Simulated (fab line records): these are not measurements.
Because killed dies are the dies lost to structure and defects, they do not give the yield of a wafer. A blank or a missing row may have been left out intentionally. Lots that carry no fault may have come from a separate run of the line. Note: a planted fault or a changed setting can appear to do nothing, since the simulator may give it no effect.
Split-lot trial	flow gf180mcu	5 lots, 23 wafers read, on a route of 602 steps

## ABOUT THE SPLIT
At GF_MIM_METAL_ETCH_19 (etches the open film in Cl2/BCl3, stops on Si3N4, target depth 324.5 nm, time 54.1 s), the setting time s was moved away from the recipe's 54.1 s on 7 of the 23 wafers read, by +4.7% to +13.5%. The other wafers ran this setting at the recipe's value.

The reading is taken at the split's own step.

## THE READING
oes product au, in a.u., at GF_MIM_METAL_ETCH_19 (etches the open film in Cl2/BCl3, stops on Si3N4, target depth 324.5 nm, time 54.1 s). Fault-free wafers of this fab line usually give 0.941 a.u., standard deviation 0.0048 a.u.

wafer	tool, chamber at the split	time s as run, s	against the recipe	oes product au, a.u.	against lot-mates on the recipe
L075.1	rie metal-02, 0	54.1	recipe	0.932	-
L075.2	rie metal-02, 1	54.1	recipe	0.940	-
L075.3	rie metal-02, 0	54.1	recipe	0.937	-
L075.5	rie metal-02, 1	54.1	recipe	0.940	-
L075.6	rie metal-02, 0	54.1	recipe	0.929	-
L077.2	rie metal-03, 0	56.64	+4.7%	0.933	-0.036
L077.3	rie metal-03, 0	56.64	+4.7%	0.957	-0.012
L077.4	rie metal-03, 0	54.1	recipe	0.970	-
L077.5	rie metal-03, 0	56.64	+4.7%	0.927	-0.042
L077.6	rie metal-03, 0	54.1	recipe	0.968	-
L080.1	rie metal-02, 0	54.1	recipe	0.942	-
L080.3	rie metal-02, 1	54.1	recipe	0.946	-
L080.6	rie metal-02, 0	54.1	recipe	0.949	-
L082.1	rie metal-04, 0	54.1	recipe	0.935	-
L082.2	rie metal-04, 1	60.84	+12.5%	0.915	-0.022
L082.3	rie metal-04, 0	54.1	recipe	0.938	-
L082.5	rie metal-04, 0	60.84	+12.5%	0.921	-0.016
L082.6	rie metal-04, 1	54.1	recipe	0.939	-
L085.1	rie metal-02, 1	54.1	recipe	0.942	-
L085.2	rie metal-02, 0	54.1	recipe	0.933	-
L085.3	rie metal-02, 1	54.1	recipe	0.944	-
L085.5	rie metal-02, 1	61.41	+13.5%	0.867	-0.073
L085.6	rie metal-02, 0	61.41	+13.5%	0.874	-0.066

FIT RESULTS
A straight line over all 23 wafers: oes product au changes by -0.00368 a.u. for each +1% of time s; r = -0.78; the points scatter about the line by 0.015 a.u.
The same after taking each lot's own level away (the mean of its wafers on the recipe; 23 wafers): -0.00363 a.u. for each +1%; r = -0.83; scatter 0.013 a.u.
That fit puts the effect of the largest move of time s on the reading at 0.049 a.u.
The lots' own levels span 0.9356 to 0.9690 a.u., that is 7.0 times the standard deviation above.
So the lot-to-lot level blurs the effect unless lot-mates are compared.
Check: for one of the wafers moved furthest among these (+13.5%), held out of the fit, the line's prediction against its lot-mates is -0.0429 a.u. It came out at -0.0727 a.u. against them.
Tool readings at the split's step, against how far the setting was moved: oes product au r = -0.78.

## THESE WAFERS: OTHER SPLITS
Note: prior to the reading, these wafers also went through further splits. Each is held against what the fit with the lots' levels taken away leaves over:
other split on the same wafers	wafers away from the commonest value	r with oes product au (lot level and that fit taken away)
GF_V4_EXPOSE_11 dose mj	8	+0.00
GF_V4_ETCH_17 bias w	7	-0.46

## THE WHOLE CHAIN: every reading that the file lists as answering this split, in the file's order
step	what it does	reading	change (the file's fit)	r (the file's)
GF_MIM_METAL_ETCH_19	etches the open film in Cl2/BCl3, stops on Si3N4, target depth 324.5 nm, time 54.1 s	oes product au	-0.00368 a.u. for each +1% of the setting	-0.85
GF_MIM_METAL_ETCH_19	etches the open film in Cl2/BCl3, stops on Si3N4, target depth 324.5 nm, time 54.1 s	NOVOLAK_of_MIM_COAT_14.thk nm (the simulator's own value, which no gauge read)	-1.25 nm for each +1% of the setting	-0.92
GF_MIM_STRIP_20	strips in O2/N2	strip time to endpoint s	withheld for each +1% of the setting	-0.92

## THE FILE'S OWN FIT
oes product au changes by -0.00368 a.u. for each +1% of time s, r = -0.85.
